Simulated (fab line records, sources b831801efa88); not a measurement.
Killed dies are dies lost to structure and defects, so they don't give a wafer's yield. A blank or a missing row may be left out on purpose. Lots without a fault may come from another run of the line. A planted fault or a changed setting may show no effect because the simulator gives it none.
One fault seen from 2 desks | flow sky130 | each desk has only its own numbers; what lay behind them comes last

THE METROLOGY DESK
What the gauges read, lot by lot, whatever tool the lot ran on: means of the sampled wafers that have a number. A lot is out of limits, marked OUT, if its mean lies more than 4 standard deviations from the usual mean; the brackets give that distance.
Columns: A = CONTACT_CVD_00_THK at SKY_CONTACT_THK_MEAS_01, usual 75.2 nm; B = CONTACT_HDPCVD_THK at SKY_CONTACT_THK_MEAS_03, usual 564 nm; C = CONTACT_BOW at SKY_CONTACT_BOW_MEAS_05, usual 82 um; D = cd_nm at SKY_CONTACT_CD_MEAS_14, usual 169.8 nm; E = CONTACT_OVL at SKY_CONTACT_OVL_MEAS_15, usual -6 nm
lot  | first seen here | A    | B   | C  | D     | E
L670 | day 30 21:07    | 74.8 | 558 | 81 | 168.9 | -5
L674 | day 33 07:16    | 75.4 | 569 | 90 | 168.1 | -6
L676 | day 33 09:38    | 75.1 | 559 | 82 | 169.5 | 2
L686 | day 36 18:30    | 74.5 | 561 | 82 | 170.6 | -6
L689 | day 37 02:46    | 76.3 | 561 | 83 | 168.5 | -13
L692 | day 37 22:26    | 75.7 | 563 | 82 | 168.6 | -9
This desk's finding: nothing out of limits on any of the 6 lots.

THE TOOL OWNER'S DESK: litho_track-02
The tool's own readings at SKY_CONTACT_COAT_08 (resist thk 60 nm): means of the sampled wafers that have a number, for each lot that ran on this tool. A lot is out of limits, marked OUT, if its mean lies more than 4 standard deviations from the usual mean; the brackets give that distance.
Columns: A = spin_speed_rpm at SKY_CONTACT_COAT_08, usual 3000.0 rpm
lot  | first seen here | A
L674 | day 33 20:50    | 3051.8 (+30) OUT
L676 | day 33 23:02    | 3051.3 (+30) OUT
L689 | day 37 15:52    | 3000.6
This desk's finding: out of limits on L674, L676; first on L674, day 33 20:50 (spin_speed_rpm at SKY_CONTACT_COAT_08). In limits: L689.

PUT TOGETHER
The tool owner's desk could have raised an alarm at day 33 20:50, on L674, L676.
The metrology desk saw nothing out of limits.
The metrology desk has L674, L676 on record, within its limits.
Of the lots named, all ran SKY_CONTACT_COAT_08 on litho_track-02.

WHAT THE SIMULATOR HAD PUT IN
Process parameter drift: litho_track-02, from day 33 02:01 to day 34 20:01, at SKY_CONTACT_COAT_08. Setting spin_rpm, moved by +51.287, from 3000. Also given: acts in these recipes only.
Lots struck among those shown: L674, L676.
Hours from the fault's start to each desk's first reading out of limits: the tool owner's desk, 19.
